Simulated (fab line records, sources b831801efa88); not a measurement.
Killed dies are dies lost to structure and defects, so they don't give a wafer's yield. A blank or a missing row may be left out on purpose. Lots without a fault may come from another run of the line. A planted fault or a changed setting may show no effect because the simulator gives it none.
Which tool did it? | flow sky130 | 6 lots, 18 wafers sampled, at 2 steps of a route of 708

WHAT THE GAUGES READ, wafer by wafer
SKY_VIA4_THK_MEAS_01.
lot  | measured     | on            | VIA4_HDPCVD_THK (nm)
L930 | day 42 19:01 | film_metro-04 | 1752 1775 1776
L932 | day 43 07:11 | film_metro-04 | 1741 1765 1746
L935 | day 44 13:42 | film_metro-04 | 1743 1738 1747
L937 | day 44 21:29 | film_metro-04 | 1761 1769 1773
L942 | day 46 04:14 | film_metro-04 | 1771 2567 2580
L951 | day 48 12:46 | film_metro-01 | 1747 1760 1737

WHICH TOOL RAN EACH LOT (tool, then ch and the chambers of the sampled wafers, then the start)
lot  | SKY_VIA4_HDPCVD_00
L930 | hdpcvd-01 ch 0,2, day 42 18:44
L932 | hdpcvd-01 ch 0,1, day 43 06:59
L935 | hdpcvd-02 ch 0,1,2, day 44 13:35
L937 | hdpcvd-01 ch 0,2, day 44 21:19
L942 | hdpcvd-01 ch 1,2, day 46 04:02
L951 | hdpcvd-02 ch 0,1,2, day 48 12:39
- SKY_VIA4_HDPCVD_00: deposits SiO2, target thk 1750 nm, time 291.7 s.

THE ANSWER, worked out from the rows above alone
Rule: what is usual is taken from the lots themselves. Put in order of their means at a reading, lots are off if they are a third of the lots or fewer, leave a main group of 4 or more, and stand apart from it by a gap of 3 or more times the standard deviation of the main group's means; of several such gaps the widest counts. A main group whose means are all the same, to the digits that the tables above print for the reading, isn't used. A lot without any number at a reading at which 4 lots or more have one is off too. The other lots that the step has rows for count as sound.
Off: L942, at SKY_VIA4_THK_MEAS_01 (VIA4_HDPCVD_THK). The main group: mean 1755 nm, standard deviation 10.
A tool fits if, at a process step before that reading, it ran every lot that is off, and no sound lot after the first of them. The gauges at SKY_VIA4_THK_MEAS_01 are tried like those tools. Can't be told from this: 2 tools fit, hdpcvd-01 at SKY_VIA4_HDPCVD_00, film_metro-04 at SKY_VIA4_THK_MEAS_01.

WHAT THE SIMULATOR HAD PUT IN
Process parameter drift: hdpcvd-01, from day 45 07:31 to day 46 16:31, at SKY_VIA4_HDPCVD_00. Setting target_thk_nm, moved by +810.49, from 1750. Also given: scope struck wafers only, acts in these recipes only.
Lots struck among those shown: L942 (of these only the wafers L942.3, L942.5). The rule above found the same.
